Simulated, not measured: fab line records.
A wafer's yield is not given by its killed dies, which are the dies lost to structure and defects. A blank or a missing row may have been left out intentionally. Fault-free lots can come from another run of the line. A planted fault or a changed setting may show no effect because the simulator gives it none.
Which tool was responsible? ; flow sky130 ; 13 lots (39 wafers sampled), 1 step of a 708-step route

== WHAT THE GAUGES READ, wafer by wafer ==
SKY_VIA4_THK_MEAS_20: measures by xrf.
lot;measured;on;VIA4_W_THK (nm)
L111;day 43 16:54;film metro-03;494 482 488
L114;day 44 14:55;film metro-04;484 493 489
L115;day 44 21:59;film metro-03;490 495 494
L117;day 45 07:32;film metro-02;487 488 490
L116;day 45 08:17;film metro-03;489 489 491
L120;day 46 00:50;film metro-02;483 489 488
L126;day 47 16:00;film metro-04;484 483 486
L127;day 47 20:24;film metro-03;496 498 494
L128;day 48 00:34;film metro-04;496 504 496
L129;day 48 02:22;film metro-04;494 486 492
L130;day 48 13:40;film metro-03;499 493 497
L131;day 48 21:02;film metro-03;486 493 494
L132;day 49 05:43;film metro-04;493 492 495

== TOOL THAT RAN EACH LOT (tool first, then ch and the chambers of the sampled wafers, then the start) ==
Record: no process step prior to these readings.

== AS READ BY THE TOOLS THEMSELVES (means over the sampled wafers that have a number; for cases with no such wafer, the mark the record gives instead) ==
The record holds no such reading with a usual standard deviation.

== THE ANSWER, worked out from the rows above alone ==
Rule: usual is defined by the lots themselves. The widest of any qualifying gaps counts: lots, ordered by their means at a reading, are off when they make up no more than a third of the lots, leave a main group of 4 or more, and stand apart from it by 3 or more times the standard deviation of that group's means. The tables above print the reading to a certain number of digits; a main group whose means all agree to those digits is not used. A lot without any number at a reading at which 4 lots or more have one is off too. Any other lot the step has rows for is counted as sound. After the gauges, taken in route order, come the tools' own readings; for these a lot's mean is taken, as printed above. At the first step where some lot is off, the reading lying furthest off is the one used; lots without a number count as furthest.
No lot is off on any of the readings shown, so nothing can be concluded from this.

== WHAT THE SIMULATOR HAD PUT IN ==
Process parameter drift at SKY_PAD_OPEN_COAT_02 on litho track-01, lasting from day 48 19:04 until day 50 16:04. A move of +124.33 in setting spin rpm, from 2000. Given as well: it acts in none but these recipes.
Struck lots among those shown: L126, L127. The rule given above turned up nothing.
